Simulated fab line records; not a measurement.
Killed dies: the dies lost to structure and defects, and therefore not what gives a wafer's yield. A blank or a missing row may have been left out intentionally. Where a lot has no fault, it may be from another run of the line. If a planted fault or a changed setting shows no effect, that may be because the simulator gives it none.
Code-filled problem report in 8D (eight disciplines) form | flow gf180mcu | the parts of the form that need people (team, actions taken, sign-off) are left out

## 1. THE PROBLEM
runLengthS at GF_POLY_GATE_ETCH_13 reads a mean of 85.3 s on 3 wafers of 3 lots; wafers without a fault read 98.1 s with a standard deviation of 0.71. That is -18 standard deviations from the usual mean.
The step: etches poly-Si in HBr/Cl2, stops on SiO2, target depth 198.5 nm, time 69.6 s.
Seen first at day 13 11:03 on rieSi-01, wafer L391.4. The record holds 39 wafers of 14 lots with a number at this step. Rule for "out" (also "out of limits"): further than 4 standard deviations from the usual mean. The other wafers with a number count as sound.

## 2. WHAT IT IS, AND WHAT IT ISN'T
question                    | is                     | is not
which readings at this step | runLengthS             | drypumpMotorCurrentA, throttleValvePct
which lots                  | L391, L392, L393       | L377, L378, L381, L382, L383, L384, L389, L394, L396, L397, L400
which wafers of those lots  | L391.4, L392.4, L393.3 | L391.1, L392.1, L393.5
read on which tools         | rieSi-01               | rieSi-02
when                        | from day 13 11:03      | up to then (22 sound wafers); but 14 sound wafers of L392, L393, L394, L396, L397, L400 came after

## 3. THE SUSPECTS, EACH WITH WHAT RULES IT OUT
Counting: a tool at a process step up to the reading stays a suspect if it ran every lot that is out. Sound lots after the first of them don't rule it out here, since some wafers of a struck lot are sound.
- rieSi-01 at GF_POLY_GATE_ETCH_13 (etches poly-Si in HBr/Cl2, stops on SiO2, target depth 198.5 nm, time 69.6 s): kept. Ran every lot that is out, first one L391 (day 13 11:03); last sound lot up to then L389 (day 12 18:03). On those wafers its own readings are out: runLengthS.
- rieSi-01, GF_POLY_GATE_ETCH_13: wafers that are out in chamber 1, sound lot-mates in chambers 0, 3.
The count leaves rieSi-01 at GF_POLY_GATE_ETCH_13.

## 4. THE CAUSE (what the simulator had put in)
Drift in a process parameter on rieSi-01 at GF_POLY_GATE_ETCH_13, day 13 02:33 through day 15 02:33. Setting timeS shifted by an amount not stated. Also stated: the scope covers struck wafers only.
This tool alone remained once counting was done.

## 5. THE EFFECT CHAIN, in route order
Each row: a reading whose mean over the struck wafers that have a number lies more than 3 standard deviations from the usual. Scope: only readings with a usual standard deviation given in the record; hours: median across lots of the time from each lot's start at the first step in this table that gives one to its start at this step; sigmas: change in usual standard deviations.
hours | step                 | reading    | usual  | on struck wafers | change | sigmas
0     | GF_POLY_GATE_ETCH_13 | runLengthS | 98.1 s | 85.3             | -12.8  | -18
Here are the process steps it includes:
- GF_POLY_GATE_ETCH_13: etches poly-Si in HBr/Cl2, stops on SiO2, target depth 198.5 nm, time 69.6 s.

## 6. WHAT WOULD HAVE CAUGHT IT SOONER
In this record the first reading out of limits was taken at day 13 11:03, 8 hours after the fault began at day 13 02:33.
